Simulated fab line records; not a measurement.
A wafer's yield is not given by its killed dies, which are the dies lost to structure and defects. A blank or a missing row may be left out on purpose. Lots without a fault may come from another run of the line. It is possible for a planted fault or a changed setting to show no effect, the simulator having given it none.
A struck lot beside a sound one	flow sky130	20 steps out of a route of 708
Sound: wafers L407.3, L407.4, L407.6. Wafers L412.1, L412.5 were the ones struck. Last of all comes the cause.
For every step that has rows: the tool of each side, followed by ch and its chambers, followed by its first start. Under that, the readings that differ: sound wafers	struck wafers	difference of the means	sigmas: that difference in standard deviations of wafers without a fault.
alike: readings whose means differ by less than 2 such deviations, and words and numbers that are the same on both sides. not compared: withheld readings, readings that some wafer has no value for, bounds like >300 that may hide the same value, and numbers for which the record gives no deviation and whose values overlap.
A row with sigmas, a row that says differs or no value, or rows on one side alone: a step with any of these is where the two part. Numbers that have no deviation but don't overlap get no sigmas and don't part them. Lack of a reading on every wafer of one side parts them only where that side has two or more wafers.

first, 4 steps without rows for these wafers: SKY_METAL1_STRIP_21 (strips in post etch residue remover, time 1200 s); SKY_METAL1_CLEAN_22 (cleans in IPA, time 180 s); SKY_METAL1_CLEAN_23 (cleans in O3/DIW); SKY_VIA1_HDPCVD_00 (deposits SiO2, target thk 1030 nm, time 171.7 s).
SKY_VIA1_THK_MEAS_01:
  sound on filmMetro-03, day 33 17:56; struck on filmMetro-03, day 35 13:35
  alike: VIA1_HDPCVD_THK
SKY_VIA1_CMP_02: polishes SiO2.
  sound on cmp-02 ch 0,3, day 33 18:01; struck on cmp-01 ch 2, day 35 13:39
  alike: motorCurrentA
SKY_VIA1_BOW_MEAS_03:
  sound on filmMetro-02, day 33 18:19; struck on filmMetro-01, day 35 13:57
  alike: VIA1_BOW
then, 5 steps without rows for these wafers: SKY_VIA1_DEHYDRATE_04 (time 60 s); SKY_VIA1_HMDS_05 (prime time 60 s); SKY_VIA1_COAT_06 (resist thk 60 nm); SKY_VIA1_COAT_07 (resist thk 450 nm); SKY_VIA1_SOFTBAKE_08 (time 90 s).
SKY_VIA1_EXPOSE_09: exposes mask VIM, target cd 150 nm.
  sound on krfScanner-01 ch 0, day 34 07:13; struck on krfScanner-02 ch 0, day 36 03:20
  alike: mask, focusOffsetNm
then, 2 steps without rows for these wafers: SKY_VIA1_PEB_10; SKY_VIA1_DEVELOP_11 (develop time 60 s).
SKY_VIA1_CD_MEAS_12 targets a cd of 150 nm.
  sound on cdSem-02, day 34 20:56; struck on cdSem-01, day 36 15:50
reading	sound	struck	difference	sigmas
cdNm (nm)	150.9 148.5 151.6	52.0 51.8	-98.4	-58
SKY_VIA1_OVL_MEAS_13:
  sound on overlay-01, day 34 21:01; struck on overlay-01, day 36 15:58
  alike: VIA1_OVL
SKY_VIA1_ETCH_14: etches BARC in N2/H2, stops on SiO2, time 45.9 s, target depth 60 nm.
  sound on rieDiel-02 ch 1,3, day 34 21:02; struck on rieDiel-02 ch 1,3, day 36 15:59
reading	sound	struck	difference	sigmas
model.VIA1.cdNm (nm)	150.4 148.5 152	50.75 52.32	-98.77	
  alike: drypumpMotorCurrentA, oesProductAu, throttleValvePct
  not compared: rfHoursCounterH
SKY_VIA1_ETCH_15: etches SiO2 in C4F8/O2/Ar, stops on TiN, target depth 351 nm, time 54 s.
  sound on rieDiel-02 ch 1,3, day 34 21:05; struck on rieDiel-02 ch 1,3, day 36 16:02
  alike: oesProductAu
  not compared: rfHoursCounterH
-- the record jumps here: 11 days lie between the struck wafers' starts before and after (it left off in module VIA1 and takes up again in module PAD_OPEN, whose first step shown is number 708 of the route) --
SKY_PAD_OPEN_PROBE_99:
  sound on prober-02, day 46 11:40; struck on prober-02, day 47 20:25
reading	sound	struck	difference	sigmas
defectLimitedYield (%)	85.0 82.3 84.6	0 0	-84	-47
killed_at_M0_to_M3	41 47 35	446 446	+405	+62
killedDies	74 87 76	492 492	+413	+46
killedOnRim	24 19 14	96 96	+77	+18
sort_bin_5_function (%)	7.9 12.2 8.5	92.9 92.1	+83.0	+52
sortNPass	418 405 416	0 0	-413	-46
sortYieldPct (%)	85.0 82.3 84.6	0 0	-84	-47
  alike: killed_at_M4_up, killedAtContacts, killedAtFrontEnd, killedAtOther, killedOpen, killedShort, sort_bin_3_pad_short, sort_bin_6_memory

== WHERE THEY PART ==
At SKY_VIA1_CD_MEAS_12 first; at SKY_PAD_OPEN_PROBE_99 last (within this record only).

WHY: what had been put in by the simulator
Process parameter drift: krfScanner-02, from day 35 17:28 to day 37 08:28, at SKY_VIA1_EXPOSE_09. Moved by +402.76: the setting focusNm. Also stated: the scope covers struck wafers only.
